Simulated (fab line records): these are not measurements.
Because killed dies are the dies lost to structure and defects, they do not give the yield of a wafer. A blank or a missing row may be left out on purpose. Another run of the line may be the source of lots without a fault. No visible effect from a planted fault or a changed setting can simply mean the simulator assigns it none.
Code-filled problem report in 8D (eight disciplines) form    flow sfq line    the parts of the form that need people (team, actions taken, sign-off) are left out

== 1. THE ISSUE ==
time to endpoint s at SFQ_TRILAYER_I1_CMP_CMP_046 reads a mean of 267 s on 1 wafer of 1 lot; wafers without a fault read 214 s with a standard deviation of 7.3. Relative to the usual mean, that is a shift of +7.3 standard deviations.
The step: polishes SiO2.
First seen on wafer L907.2, day 30 19:53, on cmp-02. Wafers with a number at this step in the record: 39, from 13 lots. The rule behind "out" and "out of limits": a value lying over 4 standard deviations away from the usual mean. The rest of the wafers with a number are treated as sound.

== 2. WHAT IT IS, WHAT IT ISN'T ==
question                     is                  is not
which readings at this step  time to endpoint s  motor current A
which lots                   L907                L887, L888, L889, L892, L893, L895, L896, L899, L901, L904, L909, L910
which wafers of those lots   L907.2              L907.3, L907.5
read on which tools          cmp-02              cmp-01
when                         from day 30 19:53   up to then (31 sound wafers); but 7 sound wafers of L907, L909, L910 came after

== 3. SUSPECTS, AND WHAT RULES EACH OUT ==
Counting: if a tool at a process step up to the reading ran every lot that is out, it stays a suspect. Sound lots after the first of them don't rule it out here, since some wafers of a struck lot are sound.
- rie diel-02 at SFQ_TRILAYER_L0_VIA_BARC_OPEN_VIA_ETCH_021 (etches BARC in O2, target depth 125 nm, time 41.7 s): kept. The lot that is out, L907, ran on it at day 14 05:46; the last sound lot it ran before that was L901, at day 12 09:38.
- rie metal-04 at SFQ_TRILAYER_L0_VIA_STRIP_STRIP_017 (strips in O2): kept. The lot that is out, L907, ran on it at day 14 05:52; the last sound lot it ran before that was L901, at day 12 09:43.
- rie metal-03 at SFQ_TRILAYER_I0_VIA_STRIP_STRIP_035 (strips in O2): kept. The lot that is out, L907, ran on it at day 25 04:50; the last sound lot it ran before that was L899, at day 22 05:20.
- cmp-02 at SFQ_TRILAYER_I1_CMP_CMP_046 (polishes SiO2): kept. The lot that is out, L907, ran on it at day 30 19:53; the last sound lot it ran before that was L899, at day 28 10:53. Out on those wafers are its own readings of time to endpoint s.
- At SFQ_TRILAYER_L0_VIA_BARC_OPEN_VIA_ETCH_021, inside rie diel-02: chamber 1 took the wafers that are out, while their sound lot-mates went through chambers 2, 3.
- At SFQ_TRILAYER_I1_CMP_CMP_046, inside cmp-02: chamber 0 took the wafers that are out, while their sound lot-mates went through chambers 2, 3.
Left after counting: rie diel-02 at SFQ_TRILAYER_L0_VIA_BARC_OPEN_VIA_ETCH_021, rie metal-04 at SFQ_TRILAYER_L0_VIA_STRIP_STRIP_017, rie metal-03 at SFQ_TRILAYER_I0_VIA_STRIP_STRIP_035, cmp-02 at SFQ_TRILAYER_I1_CMP_CMP_046.

== 4. THE CAUSE (what the simulator had put in) ==
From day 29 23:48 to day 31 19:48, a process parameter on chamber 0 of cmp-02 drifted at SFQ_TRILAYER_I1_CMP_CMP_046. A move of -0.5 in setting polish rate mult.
4 suspects survive the count, and this tool is in that group.

== 5. THE EFFECT CHAIN, in route order ==
One row per reading whose mean, taken over the struck wafers that have a number, lies over 3 standard deviations from the usual. Only readings whose record carries a usual standard deviation are examined. hours: median over the lots of the time between each lot's start at the first step of this table that gives one and its start at this step. sigmas: the change, counted in usual standard deviations.
hours  step                                   reading             usual       on struck wafers  change  sigmas
0      SFQ_TRILAYER_I1_CMP_CMP_046            time to endpoint s  214 s       267               +53     +7.3
3      SFQ_TRILAYER_I1_METRO_MEASURE_047      thk nm              200.1 nm    299.8             +99.7   +99 or more
153    SFQ_TRILAYER_I1_VIA_ETCH_VIA_ETCH_052  oes product au      0.855 a.u.  0.984             +0.129  +24
Process steps it contains:
- SFQ_TRILAYER_I1_CMP_CMP_046: polishes SiO2.
- SFQ_TRILAYER_I1_METRO_MEASURE_047
- SFQ_TRILAYER_I1_VIA_ETCH_VIA_ETCH_052: etches SiO2 in CHF3, stops on Nb, target depth 260 nm.

== 6. WHAT WOULD HAVE CAUGHT IT SOONER ==
20 hours passed between the start of the fault at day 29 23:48 and the first reading out of limits in this record, taken at day 30 19:53.
